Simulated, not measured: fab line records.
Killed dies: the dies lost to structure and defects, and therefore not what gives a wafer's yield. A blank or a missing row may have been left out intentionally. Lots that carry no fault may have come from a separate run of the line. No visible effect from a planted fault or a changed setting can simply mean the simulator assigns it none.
Commonality check across tools :: flow gf180mcu :: Sampled: 12 lots, 42 wafers

REASON FOR OPENING
GF_MVSD_TW_MEAS_11, reading MVSD_TW: flagged on 2 of 12 lots. No-fault wafers: 1592, standard deviation 7.4.
Rule: a lot is flagged when every wafer of it that has a number lies more than 4 standard deviations from that mean, or none has a number. The rest of the lots are taken to be sound.

lot: L362
measured: day 4 11:31
on: film metro-03
MVSD_TW, wafer by wafer: 1588 1596 1586
flag: 

lot: L363
measured: day 4 16:59
on: film metro-04
MVSD_TW, wafer by wafer: 1588 1588 1591
flag: 

lot: L365
measured: day 5 01:42
on: film metro-04
MVSD_TW, wafer by wafer: 1576 1586 1576
flag: 

lot: L367
measured: day 5 15:14
on: film metro-03
MVSD_TW, wafer by wafer: 1580 1585 1575
flag: 

lot: L369
measured: day 6 02:36
on: film metro-03
MVSD_TW, wafer by wafer: 1593 1586 1592
flag: 

lot: L372
measured: day 7 05:05
on: film metro-04
MVSD_TW, wafer by wafer: 1754 1747 1746 1753 1756 1747
flag: FLAGGED

lot: L374
measured: day 7 13:23
on: film metro-01
MVSD_TW, wafer by wafer: 1770 1768 1769 1755 1766 1759
flag: FLAGGED

lot: L378
measured: day 8 08:29
on: film metro-01
MVSD_TW, wafer by wafer: 1590 1585 1594
flag: 

lot: L380
measured: day 8 17:49
on: film metro-04
MVSD_TW, wafer by wafer: 1583 1583 1591
flag: 

lot: L381
measured: day 8 23:32
on: film metro-01
MVSD_TW, wafer by wafer: 1595 1590 1586
flag: 

lot: L384
measured: day 9 19:41
on: film metro-01
MVSD_TW, wafer by wafer: 1602 1587 1585
flag: 

lot: L383
measured: day 9 20:08
on: film metro-04
MVSD_TW, wafer by wafer: 1604 1611 1598
flag: 
Average over the flagged lots: 1758; offset from the usual +166, equal to +22 standard deviations.

LOT BY LOT: THE TOOL USED
The record keeps 1 process step preceding the reading, out of 602 steps on the route. Each cell gives the tool, then ch followed by the chambers the sampled wafers passed through, then the start.
lot: L362
flag: 
GF_MVSD_IMPLANT_08: implanter-01 ch 0, day 4 11:04

lot: L363
flag: 
GF_MVSD_IMPLANT_08: implanter-01 ch 0, day 4 16:35

lot: L365
flag: 
GF_MVSD_IMPLANT_08: implanter-03 ch 0, day 5 01:18

lot: L367
flag: 
GF_MVSD_IMPLANT_08: implanter-01 ch 0, day 5 14:50

lot: L369
flag: 
GF_MVSD_IMPLANT_08: implanter-02 ch 0, day 6 02:13

lot: L372
flag: FLAGGED
GF_MVSD_IMPLANT_08: implanter-02 ch 0, day 7 04:41

lot: L374
flag: FLAGGED
GF_MVSD_IMPLANT_08: implanter-02 ch 0, day 7 12:59

lot: L378
flag: 
GF_MVSD_IMPLANT_08: implanter-01 ch 0, day 8 08:07

lot: L380
flag: 
GF_MVSD_IMPLANT_08: implanter-01 ch 0, day 8 17:26

lot: L381
flag: 
GF_MVSD_IMPLANT_08: implanter-01 ch 0, day 8 23:10

lot: L384
flag: 
GF_MVSD_IMPLANT_08: implanter-03 ch 0, day 9 19:17

lot: L383
flag: 
GF_MVSD_IMPLANT_08: implanter-01 ch 0, day 9 19:46
What the steps here do:
- GF_MVSD_IMPLANT_08
- GF_MVSD_TW_MEAS_11

FLAGGED OVER TOTAL, TOOL BY TOOL (the gauges that took the reading come last)
step: GF_MVSD_IMPLANT_08
tool: implanter-01
lots run: 7
flagged: 0
share of the flagged lots: none
sound lots run after its first flagged lot: -

step: GF_MVSD_IMPLANT_08
tool: implanter-02
lots run: 3
flagged: 2
share of the flagged lots: all
sound lots run after its first flagged lot: 0

step: GF_MVSD_IMPLANT_08
tool: implanter-03
lots run: 2
flagged: 0
share of the flagged lots: none
sound lots run after its first flagged lot: -

step: GF_MVSD_TW_MEAS_11
tool: film metro-01
lots run: 4
flagged: 1
share of the flagged lots: some
sound lots run after its first flagged lot: 3 (L378,L381,L384)

step: GF_MVSD_TW_MEAS_11
tool: film metro-03
lots run: 3
flagged: 0
share of the flagged lots: none
sound lots run after its first flagged lot: -

step: GF_MVSD_TW_MEAS_11
tool: film metro-04
lots run: 5
flagged: 1
share of the flagged lots: some
sound lots run after its first flagged lot: 2 (L380,L383)

WHAT THE TABLE PERMITS
All flagged lots share 1 row of the table, namely implanter-02 at GF_MVSD_IMPLANT_08.
- implanter-02 at GF_MVSD_IMPLANT_08 ran 3 lots, 2 of them flagged. Its last sound lot is L369 (day 6 02:13), its first flagged lot L372 (day 7 04:41): a fault that began between those two fits. Its own readings lie more than 4 standard deviations out on every wafer of the flagged lots: beam on s, faraday current uA.
Left over: one tool, implanter-02 at GF_MVSD_IMPLANT_08.

WHAT THE SIMULATOR HAD PUT IN
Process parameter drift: implanter-02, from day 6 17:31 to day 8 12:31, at GF_MVSD_IMPLANT_08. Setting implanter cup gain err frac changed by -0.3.
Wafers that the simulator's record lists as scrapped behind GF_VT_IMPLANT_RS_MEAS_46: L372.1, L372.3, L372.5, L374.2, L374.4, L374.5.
Struck lots among those shown: L372, L374. The rule above reached the same finding.
